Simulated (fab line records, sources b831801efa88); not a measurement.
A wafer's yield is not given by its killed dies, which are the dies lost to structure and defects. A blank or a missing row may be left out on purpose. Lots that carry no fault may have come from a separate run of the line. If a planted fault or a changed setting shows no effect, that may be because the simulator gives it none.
Matching of chambers + flow sky130 + SKY_VIA3_ETCH_14 on rie_diel-03: 4 sister chambers
The step etches BARC in N2/H2, stops on SiO2, time 45.9 s, target depth 60 nm. 8 wafers are shown with their chamber, then 11 later ones without.

EACH WAFER AND ITS CHAMBER
| wafer  | chamber | drypump_motor_current_A (A) | throttle_valve_pct (%) |
|--------|---------|-----------------------------|------------------------|
| L086.1 | 0       | 5.3                         | 13.212                 |
| L087.3 | 2       | 6.5                         | 13.214                 |
| L087.4 | 1       | 6.4                         | 13.220                 |
| L087.6 | 3       | 6.3                         | 13.229                 |
| L089.1 | 1       | 6.3                         | 13.232                 |
| L089.2 | 0       | 5.3                         | 13.223                 |
| L089.4 | 2       | 6.4                         | 13.204                 |
| L092.1 | 3       | 6.3                         | 13.223                 |

WAFERS WITHOUT THEIR CHAMBER
| wafer  | drypump_motor_current_A (A) | throttle_valve_pct (%) |
|--------|-----------------------------|------------------------|
| L092.3 | 6.5                         | 13.221                 |
| L092.4 | 5.3                         | 13.215                 |
| L094.2 | 5.3                         | 13.212                 |
| L094.4 | 6.3                         | 13.225                 |
| L094.6 | 6.3                         | 13.222                 |
| L096.4 | 6.4                         | 13.227                 |
| L096.5 | 6.3                         | 13.220                 |
| L096.6 | 6.4                         | 13.209                 |
| L097.3 | 5.3                         | 13.228                 |
| L097.4 | 6.3                         | 13.230                 |
| L097.5 | 6.3                         | 13.246                 |

WHICH CHAMBER EACH WENT THROUGH
| wafer  | from the rows above          | in truth |
|--------|------------------------------|----------|
| L092.3 | can't be placed: 2 or 1      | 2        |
| L092.4 | 0                            | 0        |
| L094.2 | 0                            | 0        |
| L094.4 | can't be placed: 3 or 1      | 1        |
| L094.6 | can't be placed: 3 or 1      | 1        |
| L096.4 | can't be placed: 1 or 3 or 2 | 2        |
| L096.5 | can't be placed: 3 or 1      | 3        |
| L096.6 | can't be placed: 2 or 1      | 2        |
| L097.3 | 0                            | 0        |
| L097.4 | can't be placed: 3 or 1      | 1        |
| L097.5 | can't be placed: 3 or 1      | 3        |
Correct placement for 3 of the 11. Can't be placed from these rows: 8 (the true chamber is among the candidates in 8). Wrongly placed: 0.
How it was worked out, from the rows above alone: a wafer's distance from a chamber is the root of the sum, over the readings, of the square of ((its reading less the chamber's mean) divided by the reading's scatter). The wafer belongs to the nearest chamber; if the next one is less than 2 further off, it can't be placed. Each chamber's mean is taken over the wafers shown for it. The scatter: take each reading less its chamber's mean, square it, sum over the shown wafers, divide by the number of wafers less the number of chambers, and take the root.
